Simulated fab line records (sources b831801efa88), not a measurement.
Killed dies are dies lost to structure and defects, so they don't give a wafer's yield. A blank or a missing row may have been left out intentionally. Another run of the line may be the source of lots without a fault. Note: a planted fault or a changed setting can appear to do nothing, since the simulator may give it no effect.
Shared-tool check    flow gf180mcu    Sampled: 13 lots, 37 wafers

## WHY IT WAS OPENED
2 of 13 lots carry a flag on the reading V1_CVD_02_THK at GF_V1_THK_MEAS_03. No-fault wafers: 855 nm, standard deviation 12.
Rule: a lot gets a flag if all its wafers with a number sit over 4 standard deviations from that mean, or if no wafer of it has a number. The rest of the lots are taken to be sound.

lot   measured      on             V1_CVD_02_THK (nm), wafer by wafer  flag
L974  day 17 02:53  film-metro-01  842 837 845                         
L976  day 17 22:26  film-metro-03  861 864 887                         
L978  day 18 10:31  film-metro-01  849 843 861                         
L979  day 19 01:59  film-metro-03  852 853 864                         
L980  day 19 05:38  film-metro-03  856 859 867                         
L981  day 19 17:22  film-metro-03  847 854 859                         
L982  day 20 03:41  film-metro-01  838 837 844                         
L984  day 21 01:02  film-metro-01  856 874 880                         
L986  day 21 18:22  film-metro-02  797 796                             FLAGGED
L987  day 21 23:45  film-metro-03  791 792                             FLAGGED
L993  day 23 22:23  film-metro-02  882 846 886                         
L994  day 24 11:21  film-metro-03  852 867 868                         
L996  day 24 21:08  film-metro-02  852 860 861                         
The numbers of the flagged lots are 794 nm on average: -61 nm against the usual, or -5 standard deviations.

## WHICH TOOL EACH LOT WENT THROUGH
2 process steps preceding the reading are held in the record, out of 602 steps in the route. Cell contents, in order: the tool; ch with the chambers the sampled wafers went through; the start.
lot   flag     GF_M1_SPUTTER_02              GF_V1_CVD_02
L974           pvd-sputter-04, day 16 03:49  pecvd-01 ch 0,1,2, day 17 02:48
L976           pvd-sputter-04, day 16 22:14  pecvd-04 ch 1,2, day 17 22:22
L978           pvd-sputter-04, day 17 10:12  pecvd-01 ch 0,1,2, day 18 10:26
L979           pvd-sputter-02, day 18 01:19  pecvd-01 ch 0,1,2, day 19 01:55
L980           pvd-sputter-01, day 18 04:34  pecvd-01 ch 0,1,2, day 19 05:34
L981           pvd-sputter-04, day 18 16:16  pecvd-03 ch 0,2, day 19 17:17
L982           pvd-sputter-02, day 19 01:40  pecvd-03 ch 1,2, day 20 03:35
L984           pvd-sputter-02, day 20 00:16  pecvd-04 ch 0,1,2, day 21 00:59
L986  FLAGGED  pvd-sputter-01, day 20 17:32  pecvd-03 ch 0, day 21 18:17
L987  FLAGGED  pvd-sputter-02, day 21 00:58  pecvd-03 ch 0, day 21 23:40
L993           pvd-sputter-04, day 22 23:07  pecvd-04 ch 1,2, day 23 22:19
L994           pvd-sputter-02, day 23 11:44  pecvd-01 ch 0,2, day 24 11:16
L996           pvd-sputter-01, day 23 22:10  pecvd-01 ch 0,1,2, day 24 21:04
These steps, and what they do:
- GF_M1_SPUTTER_02: material AlCu, target thk 450 nm, time 23.9 s.
- GF_V1_CVD_02: deposits SiO2 from TEOS, target thk 850 nm, time 94.851 s.
- GF_V1_THK_MEAS_03

## FLAGGED AGAINST TOTAL, ONE TOOL AT A TIME (gauges that did the reading follow at the end)
step               tool            lots run  flagged  share of the flagged lots  sound lots run after its first flagged lot
GF_M1_SPUTTER_02   pvd-sputter-01  3         1        some                       1 (L996)
GF_M1_SPUTTER_02   pvd-sputter-02  5         1        some                       1 (L994)
GF_M1_SPUTTER_02   pvd-sputter-04  5         0        none                       -
GF_V1_CVD_02       pecvd-01        6         0        none                       -
GF_V1_CVD_02       pecvd-03        4         2        all                        0
GF_V1_CVD_02       pecvd-04        3         0        none                       -
GF_V1_THK_MEAS_03  film-metro-01   4         0        none                       -
GF_V1_THK_MEAS_03  film-metro-02   3         1        some                       2 (L993,L996)
GF_V1_THK_MEAS_03  film-metro-03   6         1        some                       1 (L994)

## THE TABLE: WHAT IT ALLOWS
1 row of the table ran every flagged lot: pecvd-03 at GF_V1_CVD_02.
- pecvd-03 at GF_V1_CVD_02: 2 of its 4 lots flagged. It ran its last sound lot, L982, at day 20 03:35 and its first flagged lot, L986, at day 21 18:17: a fault with its onset between the two fits. Its own readings (rf-fwd-power-W) fall more than 4 standard deviations out on all wafers of the flagged lots.
pecvd-03 at GF_V1_CVD_02 is the single tool remaining.

## WHAT HAD BEEN PUT IN BY THE SIMULATOR
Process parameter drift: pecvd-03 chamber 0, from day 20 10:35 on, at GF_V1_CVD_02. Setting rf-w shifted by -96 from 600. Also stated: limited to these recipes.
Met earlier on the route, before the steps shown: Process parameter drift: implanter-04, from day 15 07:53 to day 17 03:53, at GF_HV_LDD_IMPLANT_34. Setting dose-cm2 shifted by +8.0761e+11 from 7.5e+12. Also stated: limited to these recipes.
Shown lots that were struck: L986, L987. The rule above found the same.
